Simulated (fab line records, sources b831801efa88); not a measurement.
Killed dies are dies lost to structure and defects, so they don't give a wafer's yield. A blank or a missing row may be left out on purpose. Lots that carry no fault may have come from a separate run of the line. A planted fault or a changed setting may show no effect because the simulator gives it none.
A struck lot beside a sound one || flow sky130 || 25 out of 708 route steps
Sound: the wafers L151.1, L151.4, L151.5. Struck: wafers L160.4, L160.5, L160.6. The cause is given at the end.
For every step that has rows: the tool of each side, followed by ch and its chambers, followed by its first start. Under that, the readings that differ: sound wafers || struck wafers || difference of the means || sigmas: that difference in standard deviations of wafers without a fault.
alike: a reading whose means differ by less than 2 such deviations, as well as words and numbers matching on both sides. not compared: withheld readings; readings where some wafer has no value; bounds like >300 that might hide an equal value; numbers whose values overlap and for which the record gives no deviation.
The two part at a step that has a row with sigmas, a row that says differs or no value, or rows on one side only. Non-overlapping numbers with no deviation appear without sigmas and do not part them. A reading that every wafer of one side lacks parts them only if that side has two wafers or more.

first, 1 step without rows for these wafers: SKY_LI_CONTACT_PRE_CLEAN_18 (time 5.6 s).
SKY_LI_CONTACT_SPUTTER_19: material Ti, target thk 20 nm, time 106.37 s.
  struck on pvd sputter-04, day 32 14:48; sound on pvd sputter-03, day 29 06:02
  alike: throttle valve pct
SKY_LI_CONTACT_SPUTTER_20: material TiN, target thk 20 nm, time 80 s.
  struck on pvd sputter-04, day 32 14:52; sound on pvd sputter-03, day 29 06:06
  alike: throttle valve pct
SKY_LI_CONTACT_CVD_21: deposits W, target thk 400 nm, time 120.56 s.
  sound on cvd w-01 ch 0,1, day 29 06:10; struck on cvd w-02 ch 0,1, day 32 14:59
  alike: heater power w
SKY_LI_CONTACT_RS_MEAS_22: the measuring method here is four-point-probe.
  struck on film metro-02, day 32 15:07; sound on film metro-02, day 29 06:17
  alike: LI_CONTACT_W_RS
SKY_LI_CONTACT_THK_MEAS_23: measures by xrf.
  struck on film metro-02, day 32 15:13; sound on film metro-02, day 29 06:25
  alike: LI_CONTACT_W_THK
then, 1 step without rows for these wafers: SKY_LI_CONTACT_CMP_24 (polishes, stops on PSG, t overpolish 20 s, target thk 0 nm).
SKY_LOCAL_INTERCONNECT_SPUTTER_00: material TiN, target thk 100 nm, time 83.3 s.
  struck on pvd sputter-01, day 32 15:32; sound on pvd sputter-02, day 29 06:46
  alike: throttle valve pct
SKY_LOCAL_INTERCONNECT_RS_MEAS_01: the measuring method here is four-point-probe.
  struck on film metro-04, day 32 15:40; sound on film metro-04, day 29 06:50
  alike: LOCAL_INTERCONNECT_TIN_RS
SKY_LOCAL_INTERCONNECT_THK_MEAS_02: measures by xrf.
  struck on film metro-04, day 32 15:45; sound on film metro-04, day 29 06:57
  alike: LOCAL_INTERCONNECT_TIN_THK
then, 2 steps without rows for these wafers: SKY_LOCAL_INTERCONNECT_DEHYDRATE_03 (time 60 s); SKY_LOCAL_INTERCONNECT_HMDS_04 (prime time 60 s).
SKY_LOCAL_INTERCONNECT_COAT_05: resist thk 60 nm.
  sound on litho track-01 ch 0, day 29 20:01; struck on litho track-01 ch 0, day 33 04:45
then, 5 steps without rows for these wafers: SKY_LOCAL_INTERCONNECT_COAT_06 (resist thk 450 nm); SKY_LOCAL_INTERCONNECT_SOFTBAKE_07 (time 90 s); SKY_LOCAL_INTERCONNECT_EXPOSE_08 (exposes mask LI1M, target cd 170 nm); SKY_LOCAL_INTERCONNECT_PEB_09; SKY_LOCAL_INTERCONNECT_DEVELOP_10 (develop time 60 s).
SKY_LOCAL_INTERCONNECT_CD_MEAS_11: target cd 170 nm.
  struck on cd sem-02, day 33 17:53; sound on cd sem-02, day 30 10:26
  alike: cd nm
SKY_LOCAL_INTERCONNECT_OVL_MEAS_12:
  struck on overlay-01, day 33 17:58; sound on overlay-01, day 30 10:34
  alike: LOCAL_INTERCONNECT_OVL
SKY_LOCAL_INTERCONNECT_ETCH_13: etches BARC in N2/H2, stops on SiO2, time 45.9 s, target depth 60 nm.
  sound on rie metal-02 ch 1, day 30 10:36; struck on rie metal-03 ch 0,1, day 33 18:00
{"reading": "oes product au (a.u.)", "sound": "0.860 0.852 0.858", "struck": "0.935 0.934 0.933", "difference": "+0.077", "sigmas": "+15"}
{"reading": "model.etch.depth nm (nm)", "sound": "60.08 59.97 59.94", "struck": "69.56 69.65 69.36", "difference": "+9.53", "sigmas": ""}
  alike: drypump motor current A, throttle valve pct
  not compared: rf hours counter h
SKY_LOCAL_INTERCONNECT_METAL_ETCH_14: etches TiN in Cl2/BCl3, stops on PSG, target depth 110 nm, time 31.4 s.
  sound on rie metal-02 ch 1, day 30 10:40; struck on rie metal-03 ch 0,1, day 33 18:04
  alike: bcl3 flow sccm, drypump motor current A, oes product au, throttle valve pct
  not compared: rf hours counter h
SKY_LOCAL_INTERCONNECT_STRIP_15: strips in O2/N2.
  sound on plasma asher-02 ch 0,1, day 30 10:43; struck on plasma asher-01 ch 0,1, day 33 18:08
{"reading": "strip time to endpoint s (s)", "sound": "4.745 4.750 4.742", "struck": "4.786 4.809 4.799", "difference": "+0.052", "sigmas": "+2"}
  alike: drypump motor current A, oes product au
  not compared: rf hours counter h
then, 1 step without rows for these wafers: SKY_LOCAL_INTERCONNECT_STRIP_16 (strips in post etch residue remover, time 1200 s).
SKY_PAD_OPEN_PROBE_99:
  the record holds rows for the sound wafers here (prober-01, day 45 20:31) but none for the struck ones

## WHERE THEY PART
First at SKY_LOCAL_INTERCONNECT_ETCH_13; last, within this record, at SKY_PAD_OPEN_PROBE_99.

WHY: whatever the simulator had introduced
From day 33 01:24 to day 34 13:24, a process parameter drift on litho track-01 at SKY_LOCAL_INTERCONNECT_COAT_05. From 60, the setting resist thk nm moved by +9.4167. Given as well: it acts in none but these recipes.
